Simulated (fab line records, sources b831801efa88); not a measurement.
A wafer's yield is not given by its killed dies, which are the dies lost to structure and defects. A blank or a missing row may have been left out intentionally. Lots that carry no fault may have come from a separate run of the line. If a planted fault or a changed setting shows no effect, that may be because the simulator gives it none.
The tool behind it: which one?    flow gf180mcu    14 lots with 42 wafers sampled at 3 steps, on a route of 602 steps

== WHAT THE GAUGES SHOWED, per wafer ==
GF_STI_THK_MEAS_22. Usual: STI_OXIDATION_01_THK gives 15.09 nm (standard deviation 0.26).
lot   measured     on             STI_OXIDATION_01_THK (nm)  flag
L573  day 2 03:46  film-metro-04  15.46 15.16 15.44          
L575  day 2 15:44  film-metro-04  15.23 15.23 15.27          
L576  day 2 18:52  film-metro-03  14.51 14.95 14.53          
L577  day 3 00:23  film-metro-04  14.86 14.58 14.75          
L586  day 4 22:03  film-metro-04  15.18 15.15 15.12          
L588  day 5 08:41  film-metro-01  15.13 15.19 15.33          
L589  day 5 14:27  film-metro-04  14.92 15.10 15.03          
L590  day 5 22:40  film-metro-01  14.74 14.72 14.89          
L591  day 6 05:26  film-metro-03  14.96 14.87 14.92          
L592  day 6 12:21  film-metro-03  15.33 15.33 15.45          
L593  day 6 12:21  film-metro-04  15.08 15.23 15.02          
L594  day 6 17:46  film-metro-01  14.97 15.06 14.66          
L595  day 7 02:56  film-metro-03  15.34 15.37 15.29          
L596  day 7 03:39  film-metro-01  14.80 14.85 14.81          

GF_POLY_GATE_CD_MEAS_10: the cd target is 280 nm. Usual: cd-nm at 279.9 nm, with a standard deviation of 1.2.
lot   measured      on         cd-nm (nm)         flag
L573  day 9 04:56   cd-sem-02  279.2 278.7 280.1  
L575  day 9 19:41   cd-sem-02  280.6 280.1 279.8  
L576  day 10 03:20  cd-sem-02  280.1 279.0 279.5  
L577  day 10 08:57  cd-sem-02  278.6 277.4 278.5  
L586  day 12 20:22  cd-sem-01  279.3 279.5 279.3  
L588  day 13 13:26  cd-sem-02  282.2 281.8 281.3  
L589  day 14 03:56  cd-sem-02  279.4 279.7 281.8  
L590  day 14 18:36  cd-sem-02  279.1 281.0 279.6  
L591  day 15 06:58  cd-sem-01  280.6 280.5 280.7  
L592  day 15 13:04  cd-sem-01  280.7 280.4 279.3  
L593  day 15 11:31  cd-sem-02  282.3 283.0 282.5  
L594  day 15 15:54  cd-sem-01  279.1 279.8 280.1  
L595  day 16 04:26  cd-sem-01  279.8 280.2 278.9  
L596  day 16 07:10  cd-sem-02  278.2 277.6 278.0  

== WHICH TOOL RAN EACH LOT (tool, then ch and the chambers of the sampled wafers, then the start) ==
lot   GF_VT_IMPLANT_IMPLANT_08
L573  implanter-04 ch 0, day 5 17:46
L575  implanter-04 ch 0, day 6 05:59
L576  implanter-04 ch 0, day 6 11:14
L577  implanter-01 ch 0, day 6 14:35
L586  implanter-01 ch 0, day 8 19:24
L588  implanter-01 ch 0, day 9 09:37
L589  implanter-04 ch 0, day 9 20:43
L590  implanter-03 ch 0, day 10 09:44
L591  implanter-04 ch 0, day 10 20:32
L592  implanter-01 ch 0, day 10 23:33
L593  implanter-04 ch 0, day 10 22:54
L594  implanter-03 ch 0, day 11 03:47
L595  implanter-04 ch 0, day 11 14:33
L596  implanter-03 ch 0, day 11 15:19
- GF_VT_IMPLANT_IMPLANT_08

== AS READ BY THE TOOLS THEMSELVES (means over the sampled wafers that have a number; for cases with no such wafer, the mark the record gives instead) ==
GF_VT_IMPLANT_IMPLANT_08. Usual: tilt-deg 7.000 degrees, standard deviation 0.023.
lot   tool          tilt-deg (degrees)  flag
L573  implanter-04  6.961               
L575  implanter-04  7.406               OFF
L576  implanter-04  7.430               OFF
L577  implanter-01  7.016               
L586  implanter-01  7.027               
L588  implanter-01  6.999               
L589  implanter-04  6.998               
L590  implanter-03  7.012               
L591  implanter-04  6.991               
L592  implanter-01  7.021               
L593  implanter-04  6.998               
L594  implanter-03  7.016               
L595  implanter-04  7.004               
L596  implanter-03  6.992               

== THE ANSWER, worked out from the rows above alone ==
Rule: a lot counts as off when the mean over its wafers that have a number is more than 3 standard deviations away from the usual mean. A lot without any number at a reading at which 4 lots or more have one is off too. Any other lot the step has rows for is counted as sound. Order of review: gauges by route order, followed by the tools' own readings, for which a lot's mean as printed above is used. The first step at which some lot is off is used, and at that step the reading that is off furthest; a lot without a number counts as furthest.
Off: L575, L576, at GF_VT_IMPLANT_IMPLANT_08 (tilt-deg).
If a tool, at that step or one of the process steps before it, ran each lot that is off and ran no sound lot following the first of them, it fits. No candidate that was tried fits.

== WHAT HAD BEEN PUT IN BY THE SIMULATOR ==
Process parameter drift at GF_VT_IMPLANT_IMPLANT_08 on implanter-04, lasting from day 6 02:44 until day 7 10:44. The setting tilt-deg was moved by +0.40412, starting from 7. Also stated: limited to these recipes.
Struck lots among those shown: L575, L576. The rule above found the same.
